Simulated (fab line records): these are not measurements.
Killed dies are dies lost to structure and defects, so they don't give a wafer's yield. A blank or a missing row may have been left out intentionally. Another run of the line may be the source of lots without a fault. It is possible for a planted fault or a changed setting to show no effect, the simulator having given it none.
Struck lot and sound lot, side by side :: flow sky130 :: 31 out of 708 route steps
Sound: these wafers, L246.2, L246.4, L246.5. Struck: wafers L258.2, L258.4, L258.6. The cause comes at the end.
Order at every step that has rows: each side's tool, ch and its chambers, its first start. Under that, the readings that differ: sound wafers :: struck wafers :: difference of the means :: sigmas: that difference in standard deviations of wafers without a fault.
alike: readings with means less than 2 such deviations apart, plus words and numbers identical on both sides. not compared: withheld readings, readings lacking a value on some wafer, bounds such as >300 that could conceal the same value, and numbers that have no deviation in the record and whose values overlap.
Wherever a step has rows on one side only, a row that says differs or no value, or a row with sigmas, the two part there. Numbers that don't overlap but have no deviation are shown without sigmas and don't part them. Lack of a reading on every wafer of one side parts them only where that side has two or more wafers.

first, 6 steps without rows for these wafers: SKY_SONOS_TUNNEL_HMDS_01 (prime time 60 s); SKY_SONOS_TUNNEL_COAT_02 (resist thk 1140 nm); SKY_SONOS_TUNNEL_SOFTBAKE_03 (time 60 s); SKY_SONOS_TUNNEL_EXPOSE_04 (exposes mask TUNM, target cd 410 nm); SKY_SONOS_TUNNEL_PEB_05; SKY_SONOS_TUNNEL_DEVELOP_06 (develop time 60 s).
SKY_SONOS_TUNNEL_CD_MEAS_07: target cd 410 nm.
  sound on cd-sem-02 at day 11 12:50; struck on cd-sem-02 at day 15 09:58
reading: cd-nm (nm)
sound: 411.4 414.7 412.1
struck: 406.8 404.9 407.3
difference: -6.4
sigmas: -3
SKY_SONOS_TUNNEL_OVL_MEAS_08:
  sound on overlay-01 at day 11 12:56; struck on overlay-01 at day 15 10:05
reading: SONOS_TUNNEL_OVL (nm)
sound: 1.0 1.3 0.7
struck: -1.8 -2.8 -2.6
difference: -3.4
sigmas: -2
then, 3 steps without rows for these wafers: SKY_SONOS_TUNNEL_IMPLANT_09; SKY_SONOS_TUNNEL_WET_ETCH_10 (etches SiO2 in dHF, target depth 14 nm, time 280 s); SKY_SONOS_TUNNEL_STRIP_11 (strips in SPM, time 600 s).
SKY_SONOS_TUNNEL_TW_MEAS_12:
  sound on film-metro-02 at day 11 13:25; struck on film-metro-01 at day 15 10:35
  alike: SONOS_TUNNEL_TW
SKY_SONOS_TUNNEL_CLEAN_13: cleans in dHF, time 20 s.
  sound on wet-bench-02 ch 0, day 11 13:28; struck on wet-bench-01 ch 2, day 15 10:38
  no value came back on the struck wafers for run-length-s (s), time-s (s); on the sound wafers run-length-s (s) reads 47.2 47.2 47.2
reading: model.SiO2_of_NWELL_OXIDATION_01.thk-nm (nm)
sound: 8.472 8.377 8.397
struck: 9.618 9.585 9.542
difference: +1.166
sigmas: 
then, 1 step without rows for these wafers: SKY_SONOS_ONO_OXIDATION_00 (stabilise 600 s, purge 300 s, target thk 2.6 nm).
SKY_SONOS_ONO_THK_MEAS_01:
  sound on film-metro-04 at day 11 17:42; struck on film-metro-02 at day 15 12:34
  alike: SONOS_ONO_OXIDATION_THK
then, 1 step without rows for these wafers: SKY_SONOS_ONO_CVD_02 (deposits Si3N4 from DCS/NH3, target thk 10.5 nm, time 180 s).
SKY_SONOS_ONO_THK_MEAS_03:
  sound on film-metro-03 at day 11 19:01; struck on film-metro-02 at day 15 14:50
  alike: SONOS_ONO_CVD_02_THK
then, 1 step without rows for these wafers: SKY_SONOS_ONO_CVD_04 (deposits SiO2 from SiH4/N2O, target thk 5.7199 nm).
SKY_SONOS_ONO_THK_MEAS_05:
  sound on film-metro-03 at day 11 20:19; struck on film-metro-02 at day 15 16:08
  alike: SONOS_ONO_CVD_04_THK
then, 7 steps without rows for these wafers: SKY_SONOS_ONO_DEHYDRATE_06 (time 60 s); SKY_SONOS_ONO_HMDS_07 (prime time 60 s); SKY_SONOS_ONO_COAT_08 (resist thk 1140 nm); SKY_SONOS_ONO_SOFTBAKE_09 (time 60 s); SKY_SONOS_ONO_EXPOSE_10 (exposes mask ONOM, target cd 410 nm); SKY_SONOS_ONO_PEB_11; SKY_SONOS_ONO_DEVELOP_12 (develop time 60 s).
SKY_SONOS_ONO_CD_MEAS_13: target cd 410 nm.
  sound on cd-sem-01 at day 12 20:20; struck on cd-sem-01 at day 16 20:35
  alike: cd-nm
SKY_SONOS_ONO_OVL_MEAS_14:
  sound on overlay-01 at day 12 20:26; struck on overlay-01 at day 16 20:41
  alike: SONOS_ONO_OVL
SKY_SONOS_ONO_ETCH_15: etches the open film in CHF3/O2, target depth 19.52 nm, time 7.8 s.
  sound on rie-diel-02 ch 0,2,3, day 12 20:28; struck on rie-diel-02 ch 1,2,3, day 16 20:43
reading: model.SiO2_of_NWELL_OXIDATION_01.thk-nm (nm)
sound: 5.101 5.062 5.084
struck: 6.294 6.291 6.208
difference: +1.182
sigmas: 
  alike: drypump-motor-current-A, oes-product-au, throttle-valve-pct
  not compared: rf-hours-counter-h
then, 1 step without rows for these wafers: SKY_SONOS_ONO_WET_ETCH_16 (etches SiO2 in dHF, target depth 14 nm, time 280 s).
-- record jumps: 32 days separate the struck wafers' starts on either side; left off in module SONOS_ONO, taken up again in module PAD_OPEN, whose first shown step is the route's number 708 --
SKY_PAD_OPEN_PROBE_99:
  sound on prober-01 at day 46 08:55; struck on prober-01 at day 49 02:32
reading: model.etest.cap-ono.gate-bv-v (V)
sound: 16.63 16.26 16.27
struck: 13.06 12.69 13.09
difference: -3.44
sigmas: 

reading: model.etest.cap-ono.gate-log10-a-cm2
sound: -7.985 -8.075 -7.878
struck: -6.286 -6.277 -6.327
difference: +1.683
sigmas: 

reading: model.etest.sonos-baked.vt-less-v (V)
sound: -0.5072 -0.5 -0.5378
struck: -0.7645 -0.6958 -0.7048
difference: -0.2067
sigmas: 

reading: model.etest.sonos-baked.vt-v (V)
sound: 0.9695 0.9088 0.9214
struck: 0.6854 0.7473 0.6993
difference: -0.2226
sigmas: 
  alike: killed_at_M0_to_M3, killed_at_M4_up, killed-at-contacts, killed-at-front-end, killed-at-other, killed-dies, killed-open, killed-short

== WHERE THEY PART ==
First at SKY_SONOS_TUNNEL_CD_MEAS_07; last, within this record, at SKY_SONOS_TUNNEL_CLEAN_13. Later steps at which nothing parts them and some readings are alike: SKY_SONOS_ONO_THK_MEAS_01, SKY_SONOS_ONO_THK_MEAS_03, SKY_SONOS_ONO_THK_MEAS_05, SKY_SONOS_ONO_CD_MEAS_13, SKY_SONOS_ONO_OVL_MEAS_14, SKY_SONOS_ONO_ETCH_15, SKY_PAD_OPEN_PROBE_99.

WHY: what had been put in by the simulator
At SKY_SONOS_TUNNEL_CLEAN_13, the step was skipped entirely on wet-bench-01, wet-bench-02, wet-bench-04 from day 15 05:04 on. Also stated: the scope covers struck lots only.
